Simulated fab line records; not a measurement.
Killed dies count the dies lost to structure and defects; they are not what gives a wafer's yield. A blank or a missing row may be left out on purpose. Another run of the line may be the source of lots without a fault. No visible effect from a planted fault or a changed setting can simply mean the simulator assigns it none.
fab line records    flow sky130
[record] lots = 6  wafers = 18  lastDay = 50
route steps=708 shown CONTACT@418 METAL1@434 PAD_OPEN@708
lots that met no fault: from a run of the same line without faults
startH: hours from the record's first day to the start of the lot's first wafer shown    waitH: hours elapsed since this lot's preceding step    " same as the row above    L1.1+2: a row that stands for several wafers    - no value, or no start was given    * or withheld: withheld    < > ~ a bound
route shown NAME@n: names a module that has steps shown in the file, with the first one's number in the route    usual: mean/standard deviation taken from wafers without a fault    same: alike in all rows    chamber/n: place in a boat    sites: the reading at each site    _std_site: how widely they spread, as a standard deviation    _edge_site: the outer-site mean with the inner-site mean subtracted    radiusMm: how far each site lies from the wafer's centre    mask NAME#n: copy n    behind: tool/chamber where the wafer was last shaped    hold: why the lot went on hold/how many hours it stayed there/how the hold came to an end    device: the n, p or np transistor that did not switch    end of line: tests of these same wafers at the route's end    where a step has no rows: the recipe by itself    killed: dies lost to structure and defects at the first sort, not the wafer's yield    map: the dies of a wafer, with x for killed, . for not killed, _ for no die there
set.NAME: the setting the step ran with; set.NAME@STEP: the setting that earlier step ran with    model.NAME: the simulator's own value behind a step, which no gauge read
a table for each step, a row for each wafer; lots at some steps of the route
services: from which hour (startH, from the record's first day; less than 0 if before it) a tool's chamber was out of use, for how many hours, and why
[[steps]]
[step SKY_CONTACT_PEB_12]
[recipe] pebTempC = withheld  pebTimeS = withheld  resist = KrF-thick
[step SKY_CONTACT_DEVELOP_13]
[recipe] developTimeS = 60  resist = KrF-thick  devTempC = 21
[step SKY_CONTACT_CD_MEAS_14]
[recipe] targetCdNm = 170
[usual] cdNm = 170.2/1.5
lot.wafer  tool      chamber  startH  waitH  cdNm
L502.2     cdSem-01  -        747.15  -      171.0
L502.4     "         -        "       "      168.8
L502.6     "         -        "       "      169.8
L508.2     cdSem-02  -        810.55  -      171.7
L508.4     "         -        "       "      172.3
L508.5     "         -        "       "      171.9
L510.2     cdSem-02  -        821.82  -      169.6
L510.3     "         -        "       "      170.5
L510.4     "         -        "       "      170.8
L515.1     cdSem-02  -        854.63  -      171.3
L515.3     "         -        "       "      172.3
L515.6     "         -        "       "      171.2
L522.1     cdSem-02  -        902.24  -      171.8
L522.4     "         -        "       "      171.8
L522.6     "         -        "       "      171.9
L523.2     cdSem-02  -        909.97  -      170.3
L523.3     "         -        "       "      171.5
L523.4     "         -        "       "      171.1
[step SKY_CONTACT_OVL_MEAS_15]
[usual] CONTACT_OVL = 4/7.7
lot.wafer  tool        chamber  startH  waitH  CONTACT_OVL[nm]
L502.2     overlay-01  -        747.25  0.1    1
L502.4     "           -        "       "      -3
L502.6     "           -        "       "      1
L508.2     overlay-01  -        810.66  0.1    5
L508.4     "           -        "       "      2
L508.5     "           -        "       "      7
L510.2     overlay-02  -        821.93  0.1    0
L510.3     "           -        "       "      4
L510.4     "           -        "       "      -10
L515.1     overlay-01  -        854.75  0.1    7
L515.3     "           -        "       "      8
L515.6     "           -        "       "      16
L522.1     overlay-02  -        902.36  0.1    0
L522.4     "           -        "       "      -6
L522.6     "           -        "       "      -8
L523.2     overlay-01  -        910.08  0.1    2
L523.3     "           -        "       "      17
L523.4     "           -        "       "      8
[step SKY_CONTACT_ETCH_16]
[recipe] chemistry = N2/H2  target = BARC  ionEnergyEv = 200  sourceW = 500  biasW = 100  pressureMtorr = 30  n2FlowSccm = 100  h2FlowSccm = 200  stopOn = SiO2  timeS = 45.9  targetDepthA = 600
[usual] biasW = 100.0/0.32  drypumpMotorCurrentA = 6.0/0.41  oesProductAu = 0.854/0.0044  rfFwdPowerW = 494.9/2.3  throttleValvePct = 13.226/0.0083
lot.wafer  tool        chamber  startH  waitH  biasW  drypumpMotorCurrentA  oesProductAu  rfFwdPowerW  rfHoursCounterH  throttleValvePct
L502.2     rieDiel-02  1        747.28  0.0    100.2  6.3                   0.855         493.5        8                13.241
L502.4     "           1        "       "      100.1  6.3                   0.850         492.3        -                13.235
L502.6     "           3        "       "      100.0  6.0                   0.851         490.9        -                13.228
L508.2     rieDiel-02  0        810.69  0.0    99.6   6.8                   0.853         492.0        4                13.229
L508.4     "           1        "       "      100.5  6.4                   0.860         494.3        -                13.225
L508.5     "           2        "       "      100.1  5.9                   0.858         497.0        -                13.224
L510.2     rieDiel-01  2        821.96  0.0    100.5  5.4                   0.852         491.9        12               13.233
L510.3     "           0        "       "      100.1  5.6                   0.855         492.9        1                13.208
L510.4     "           3        "       "      100.4  5.6                   0.855         495.1        1                13.218
L515.1     rieDiel-04  0        854.78  0.0    99.3   6.4                   0.854         496.3        20               13.232
L515.3     "           1        "       "      99.9   5.6                   0.848         494.3        10               13.226
L515.6     "           0        "       "      99.5   6.4                   0.854         496.1        -                13.222
L522.1     rieDiel-04  2        902.39  0.0    99.3   5.6                   0.861         495.9        10               13.205
L522.4     "           0        "       "      99.5   6.4                   0.853         497.5        22               13.220
L522.6     "           0        "       "      99.5   6.4                   0.851         497.2        -                13.226
L523.2     rieDiel-01  2        910.11  0.0    99.9   5.4                   0.862         493.0        16               13.208
L523.3     "           0        "       "      100.7  5.6                   0.855         496.9        4                13.238
L523.4     "           3        "       "      100.5  5.6                   0.858         496.7        4                13.234
[step SKY_CONTACT_ETCH_17]
[recipe] target = SiO2  chemistry = C4F8/O2/Ar  stopOn = Si3N4  maskMaterial = KrF-thick  sourceW = 1500  biasW = 1200  pressureMtorr = 40  c4f8FlowSccm = withheld  O2_flow_sccm = 6  Ar_flow_sccm = 300  timeS = withheld  targetDepthA = 3400
[usual] biasW = 1200/3.2  oesProductAu = 0.891/0.005  rfFwdPowerW = 1487/6.4
lot.wafer  tool        chamber  startH  waitH  biasW  oesProductAu  rfFwdPowerW
L502.2     rieDiel-02  1        747.32  0.0    1198   0.898         1479
L502.4     "           1        "       "      1204   0.891         1483
L502.6     "           3        "       "      1202   0.901         1477
L508.2     rieDiel-02  0        810.73  0.0    1199   0.893         1483
L508.4     "           1        "       "      1198   0.890         1477
L508.5     "           2        "       "      1195   0.897         1479
L510.2     rieDiel-01  2        822.00  0.0    1199   0.898         1486
L510.3     "           0        "       "      1202   0.891         1492
L510.4     "           3        "       "      1200   0.888         1498
L515.1     rieDiel-04  0        854.82  0.0    1201   0.898         1483
L515.3     "           1        "       "      1196   0.888         1490
L515.6     "           0        "       "      1200   0.885         1488
L522.1     rieDiel-04  2        902.43  0.0    1194   0.896         1487
L522.4     "           0        "       "      1194   0.896         1486
L522.6     "           0        "       "      1203   0.887         1484
L523.2     rieDiel-01  2        910.15  0.0    1201   0.894         1482
L523.3     "           0        "       "      1202   0.884         1484
L523.4     "           3        "       "      1205   0.889         1494
[step SKY_CONTACT_ETCH_18]
[recipe] target = Si3N4  chemistry = CHF3/O2  stopOn = TiN  sourceW = 600  biasW = 200  pressureMtorr = 40  chf3FlowSccm = 50  O2_flow_sccm = 5  timeS = 39  targetDepthA = 750
[step SKY_CONTACT_STRIP_19]
[recipe] chemistry = O2/N2  powerW = 1400  pressureMtorr = 1500  platenTempC = withheld  o2FlowSccm = 3000  n2FlowSccm = 300  overashFraction = 0.5
[usual] drypumpMotorCurrentA = 6.0/0.62  oesProductAu = 0.381/0.0047  stripTimeToEndpointS = 3.61/0.038
lot.wafer  tool            chamber  startH  waitH  drypumpMotorCurrentA  oesProductAu  rfHoursCounterH  stripTimeToEndpointS
L502.2     plasmaAsher-01  1        747.41  -      5.0                   0.382         96               3.71
L502.4     "               1        "       "      5.0                   0.388         -                3.70
L502.6     "               0        "       "      5.4                   0.380         -                3.62
L508.2     plasmaAsher-02  1        810.82  -      6.7                   0.376         6                3.60
L508.4     "               0        "       "      5.5                   0.385         -                3.66
L508.5     "               0        "       "      5.5                   0.383         -                3.65
L510.2     plasmaAsher-04  0        822.09  -      6.7                   0.376         68               3.57
L510.3     "               1        "       "      6.1                   0.386         -                3.68
L510.4     "               0        "       "      6.7                   0.371         -                3.55
L515.1     plasmaAsher-04  0        854.91  -      6.7                   0.382         72               3.64
L515.3     "               1        "       "      6.1                   0.384         -                3.62
L515.6     "               1        "       "      6.1                   0.379         -                3.62
L522.1     plasmaAsher-04  1        902.52  -      6.1                   0.380         77               3.61
L522.4     "               0        "       "      6.7                   0.384         -                3.56
L522.6     "               0        "       "      6.7                   0.382         -                3.56
L523.2     plasmaAsher-04  1        910.24  -      6.1                   0.384         78               3.53
L523.3     "               0        "       "      6.7                   0.375         -                3.61
L523.4     "               1        "       "      6.1                   0.379         -                3.56
[step SKY_CONTACT_STRIP_20]
[recipe] chemistry = postEtchResidueRemover  timeS = 1200  tempC = 72.5
[step SKY_CONTACT_CLEAN_21]
[recipe] chemistry = IPA  timeS = 180  tempC = 25
[step SKY_CONTACT_CLEAN_22]
[recipe] chemistry = O3/DIW  dry = n2Spin
[step SKY_CONTACT_SPUTTER_23]
[recipe] material = TiN  targetThkNm = 20  chamberPressurePa = 5  powerW = 4000  timeS = 80
[usual] throttleValvePct = 30.0/1
lot.wafer  tool           chamber  startH  waitH  throttleValvePct
L502.2     pvdSputter-04  -        748.01  0.0    30.2
L502.4     "              -        "       "      28.6
L502.6     "              -        "       "      31.0
L508.2     pvdSputter-01  -        811.45  0.0    30.3
L508.4     "              -        "       "      32.3
L508.5     "              -        "       "      29.4
L510.2     pvdSputter-04  -        822.68  0.0    29.9
L510.3     "              -        "       "      28.3
L510.4     "              -        "       "      31.3
L515.1     pvdSputter-04  -        855.55  0.0    29.0
L515.3     "              -        "       "      30.4
L515.6     "              -        "       "      28.2
L522.1     pvdSputter-01  -        903.12  0.0    32.0
L522.4     "              -        "       "      29.5
L522.6     "              -        "       "      31.8
L523.2     pvdSputter-03  -        910.92  0.0    30.6
L523.3     "              -        "       "      29.6
L523.4     "              -        "       "      29.2
[step SKY_CONTACT_CVD_24]
[recipe] material = W  targetThkNm = 340  timeS = 102.12  tempC = 400  pressureTorr = 40
[usual] heaterPowerW = 857/150
lot.wafer  tool     chamber  startH  waitH  heaterPowerW  model.W_of_CONTACT_CVD_24.thkNm
L502.2     cvdW-01  0        748.07  0.0    892           334
L502.4     "        0        "       "      912           333.9
L502.6     "        0        "       "      889           337.3
L508.2     cvdW-01  0        811.51  0.0    900           490.5
L508.4     "        0        "       "      917           485.3
L508.5     "        1        "       "      677           351.9
L510.2     cvdW-01  0        822.75  0.0    918           490.7
L510.3     "        0        "       "      899           489.2
L510.4     "        1        "       "      657           352.6
L515.1     cvdW-02  1        855.61  0.0    755           334.3
L515.3     "        1        "       "      760           331.9
L515.6     "        1        "       "      756           334.2
L522.1     cvdW-01  0        903.18  0.0    897           338.3
L522.4     "        0        "       "      904           334.1
L522.6     "        0        "       "      905           339.3
L523.2     cvdW-01  1        910.98  0.0    670           348.3
L523.3     "        1        "       "      670           347.4
L523.4     "        0        "       "      880           337.8
[step SKY_CONTACT_RS_MEAS_25]
[recipe] thkMeasGauge = four-point-probe  reads = W_of_CONTACT_CVD_24+TiN_of_CONTACT_SPUTTER_23
[usual] CONTACT_W_RS = 0.339/0.0064
lot.wafer  tool          chamber  startH  waitH  hold                     CONTACT_W_RS[ohm/sq]
L502.2     filmMetro-04  -        748.20  0.1    -                        0.345
L502.4     "             -        "       "      -                        0.344
L502.6     "             -        "       "      -                        0.341
L508.2     filmMetro-01  -        811.64  0.1    awaitDispo/0.2h/release  0.233
L508.4     "             -        "       "      awaitDispo/0.2h/release  0.236
L508.5     "             -        "       "      awaitDispo/0.2h/release  0.327
L508.2     filmMetro-01  -        811.93  0.3    -                        0.233
L508.4     "             -        "       "      -                        0.235
L508.5     "             -        "       "      -                        0.326
L510.2     filmMetro-04  -        822.88  0.1    awaitDispo/0.2h/release  0.234
L510.3     "             -        "       "      awaitDispo/0.2h/release  0.234
L510.4     "             -        "       "      awaitDispo/0.2h/release  0.326
L510.2     filmMetro-04  -        823.16  0.3    -                        0.233
L510.3     "             -        "       "      -                        0.234
L510.4     "             -        "       "      -                        0.326
L515.1     filmMetro-01  -        855.72  0.1    -                        0.344
L515.3     "             -        "       "      -                        0.346
L515.6     "             -        "       "      -                        0.344
L522.1     filmMetro-01  -        903.29  0.1    -                        0.339
L522.4     "             -        "       "      -                        0.343
L522.6     "             -        "       "      -                        0.338
L523.2     filmMetro-03  -        911.11  0.1    -                        0.330
L523.3     "             -        "       "      -                        0.330
L523.4     "             -        "       "      -                        0.341
[step SKY_CONTACT_THK_MEAS_26]
[recipe] thkMeasGauge = xrf  reads = W_of_CONTACT_CVD_24
[usual] CONTACT_W_THK = 341/7.2
lot.wafer  tool          chamber  startH  waitH  hold                     CONTACT_W_THK[nm]
L502.2     filmMetro-04  -        748.31  0.1    -                        336
L502.4     "             -        "       "      -                        336
L502.6     "             -        "       "      -                        339
L508.2     filmMetro-01  -        815.04  3.1    awaitDispo/0.2h/release  496
L508.4     "             -        "       "      awaitDispo/0.2h/release  490
L508.5     "             -        "       "      awaitDispo/0.2h/release  353
L508.2     filmMetro-01  -        815.26  0.2    -                        497
L508.4     "             -        "       "      -                        488
L508.5     "             -        "       "      -                        354
L510.2     filmMetro-04  -        826.26  3.1    awaitDispo/0.2h/release  495
L510.3     "             -        "       "      awaitDispo/0.2h/release  490
L510.4     "             -        "       "      awaitDispo/0.2h/release  355
L510.2     filmMetro-04  -        826.58  0.3    -                        498
L510.3     "             -        "       "      -                        494
L510.4     "             -        "       "      -                        356
L515.1     filmMetro-01  -        855.84  0.1    -                        334
L515.3     "             -        "       "      -                        335
L515.6     "             -        "       "      -                        338
L522.1     filmMetro-01  -        903.41  0.1    -                        337
L522.4     "             -        "       "      -                        334
L522.6     "             -        "       "      -                        336
L523.2     filmMetro-03  -        911.22  0.1    -                        351
L523.3     "             -        "       "      -                        352
L523.4     "             -        "       "      -                        344
[step SKY_CONTACT_CMP_27]
[recipe] stopOn = SiO2  tOverpolishS = 15  downForcePsi = 3.5  platenRpm = 60  targetThkNm = 0  padVelocityMS = 0.94248
[usual] motorCurrentA = 11.6/1.1  timeToEndpointS = 83/4.8
lot.wafer  tool    chamber  startH  waitH  hold                     motorCurrentA  timeToEndpointS
L502.2     cmp-02  0        748.41  0.1    -                        13.1           84
L502.4     "       2        "       "      -                        10.7           86
L502.6     "       0        "       "      -                        12.7           84
L508.4     cmp-02  3        817.90  2.6    awaitDispo/2.5h/release  11.5           116
L508.2     "       0        "       "      awaitDispo/2.5h/release  13.0           115
L508.5     "       1        "       "      awaitDispo/2.5h/release  11.3           82
L510.2     cmp-02  1        829.44  2.8    awaitDispo/2.6h/release  11.6           113
L510.4     "       3        "       "      awaitDispo/2.6h/release  11.6           84
L510.3     "       0        "       "      awaitDispo/2.6h/release  12.3           115
L515.3     cmp-01  2        855.90  0.0    -                        12.9           86
L515.1     "       0        "       "      -                        9.6            82
L515.6     "       3        "       "      -                        12.9           82
L522.4     cmp-01  3        903.52  0.1    -                        13.3           85
L522.1     "       0        "       "      -                        10.2           86
L522.6     "       2        "       "      -                        12.9           90
L523.3     cmp-01  1        911.32  0.1    -                        11.3           79
L523.4     "       2        "       "      -                        12.7           90
L523.2     "       3        "       "      -                        12.3           87
[step SKY_METAL1_SPUTTER_00]
[recipe] material = Ti  targetThkNm = 15  powerW = 3000  timeS = 10  chamberPressurePa = 0.4
[usual] throttleValvePct = 30.2/0.9
lot.wafer  tool           chamber  startH  waitH  throttleValvePct
L502.2     pvdSputter-01  -        748.66  0.2    30.4
L502.4     "              -        "       "      29.5
L502.6     "              -        "       "      31.9
L508.2     pvdSputter-03  -        818.10  0.1    29.1
L508.4     "              -        "       "      29.8
L508.5     "              -        "       "      29.5
L510.2     pvdSputter-03  -        829.74  0.2    30.9
L510.3     "              -        "       "      29.4
L510.4     "              -        "       "      30.6
L515.1     pvdSputter-03  -        856.20  0.1    29.4
L515.3     "              -        "       "      30.7
L515.6     "              -        "       "      29.2
L522.1     pvdSputter-03  -        903.77  0.1    29.7
L522.4     "              -        "       "      29.4
L522.6     "              -        "       "      31.3
L523.2     pvdSputter-01  -        911.57  0.1    31.8
L523.3     "              -        "       "      28.8
L523.4     "              -        "       "      29.4
[step SKY_PAD_OPEN_PROBE_99]
[usual] killed_at_M0_to_M3 = 44/7.9  killed_at_M4_up = 3.1/2  killedAtContacts = 23/4.9  killedAtFrontEnd = 15/3.9  killedAtOther = 0.2/0.49  killedDies = 86/10  killedOpen = 47/7.1  killedShort = 39/7.1
[same] grossDies = 492  killedAtBackSide = 0
lot.wafer  tool       chamber  startH   waitH  killed_at_M0_to_M3  killed_at_M4_up  killedAtContacts  killedAtFrontEnd  killedAtOther  killedDies  killedOpen  killedShort
L502.2     prober-02  -        1084.84  0.1    55                  4                28                11                0              98          46          50
L502.4     prober-02  -        1084.94  0.2    51                  5                17                10                0              83          42          41
L502.6     prober-02  -        1085.04  0.2    49                  0                26                9                 0              84          49          35
L510.2     prober-02  -        1142.66  0.1    53                  2                22                21                0              98          53          45
L510.3     prober-02  -        1142.71  0.2    43                  2                33                15                2              95          50          44
L510.4     prober-02  -        1142.76  0.2    34                  4                25                17                0              80          38          42
// killed by level:class
L502.2 VIA1:geometricParticle:open=11 VIA3:geometricParticle:open=11 CONTACT:geometricParticle:short=9 CONTACT:geometricParticle:open=7 METAL2:geometricParticle:short=6 LI_CONTACT:geometricParticle:short=5 VIA2:geometricParticle:open=5 VIA2:geometricParticle:short=4
L502.4 METAL1:geometricParticle:short=9 VIA1:geometricParticle:open=9 METAL2:geometricParticle:short=7 CONTACT:geometricParticle:open=6 VIA2:geometricParticle:open=6 VIA1:geometricParticle:short=5 LI_CONTACT:geometricParticle:open=4 FIELD_ISO:geometricParticle:short=3
L502.6 VIA2:geometricParticle:open=11 LI_CONTACT:geometricParticle:open=10 VIA1:geometricParticle:open=10 CONTACT:geometricParticle:open=6 CONTACT:geometricParticle:short=6 VIA3:geometricParticle:open=6 METAL1:geometricParticle:short=5 VIA1:geometricParticle:short=5
L510.2 VIA1:geometricParticle:open=10 VIA3:geometricParticle:open=8 LI_CONTACT:geometricParticle:open=7 METAL1:geometricParticle:short=7 VIA1:geometricParticle:short=7 METAL2:geometricParticle:short=7 FIELD_ISO:geometricParticle:open=6 VIA2:geometricParticle:open=6
L510.3 VIA1:geometricParticle:open=13 CONTACT:geometricParticle:open=12 CONTACT:geometricParticle:short=8 METAL2:geometricParticle:short=8 LI_CONTACT:geometricParticle:open=5 VIA3:geometricParticle:open=5 METAL1:geometricParticle:short=5 FIELD_ISO:geometricParticle:short=4
L510.4 CONTACT:geometricParticle:open=9 LI_CONTACT:geometricParticle:open=7 FIELD_ISO:geometricParticle:short=6 LI_CONTACT:geometricParticle:short=5 METAL2:geometricParticle:short=5 VIA2:geometricParticle:open=5 METAL1:geometricParticle:short=4 VIA3:geometricParticle:short=4
[[services]]
tool            chamber  startH  hours  kind
rieDiel-04      1        732.65  8.5    repair
cvdW-02         -        733.04  1.5    repair
plasmaAsher-02  -        733.75  9.0    pm
cmp-02          -        751.89  4.0    pm
cmp-02          -        756.56  0.6    repair
cmp-01          -        765.03  0.3    repair
rieDiel-04      -        780.78  1.4    repair
pvdSputter-03   -        785.90  0.6    repair
cvdW-01         1        792.14  3.0    repair
cmp-01          -        795.25  6.1    pm
cmp-02          -        801.43  4.5    pm
pvdSputter-01   -        801.92  4.3    repair
pvdSputter-03   -        808.86  1.8    repair
pvdSputter-04   -        820.25  0.6    repair
rieDiel-01      3        824.57  10.7   repair
rieDiel-04      2        839.32  27.9   repair
cmp-02          -        849.00  0.5    repair
pvdSputter-01   -        853.17  3.4    repair
pvdSputter-04   -        856.74  1.1    repair
pvdSputter-04   -        884.87  19.5   repair
rieDiel-01      3        891.73  8.0    repair
rieDiel-02      3        891.86  6.7    repair
cmp-02          -        895.95  0.8    repair
pvdSputter-01   -        905.09  2.3    repair
[[key]]
[firstSign] step = SKY_CONTACT_RS_MEAS_25  reading = visit  direction = added
[effect] step = SKY_CONTACT_RS_MEAS_25  reading = CONTACT_W_RS  direction = down  sigmas = 16  usual = 0.339  struck = 0.234
[effect] step = SKY_CONTACT_THK_MEAS_26  reading = visit  direction = added
[effect] step = SKY_CONTACT_THK_MEAS_26  reading = CONTACT_W_THK  direction = up  sigmas = 21  usual = 341  struck = 493
[effect] step = SKY_CONTACT_CMP_27  reading = timeToEndpointS  direction = up  sigmas = 6.7  usual = *  struck = *
[modelEffect] step = SKY_CONTACT_CVD_24  value = W_of_CONTACT_CVD_24.thkNm  without = 339.4  struck = 488.9
metAt SKY_CONTACT_CVD_24
struckWafers L508.2,L508.4,L510.2,L510.3
testerLeftOut L508,L510
onsetBetween 748.07 811.51
[fault] kind = processParameterDrift  tool = cvdW-01  chamber = 0  onsetH = 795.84  steps = SKY_CONTACT_CVD_24  channel = targetThkNm  offset = 149.56  shape = step  endH = 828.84  actsIn = theseRecipesOnly  stated = 340
// testerLeftOut: of these lots the tester's yield and bins aren't shown, on N5 and GAA mostly nor the transistor test; their killed dies are dies lost to structure and defects alone, not to doping, threshold or leakage, so they don't give the yield
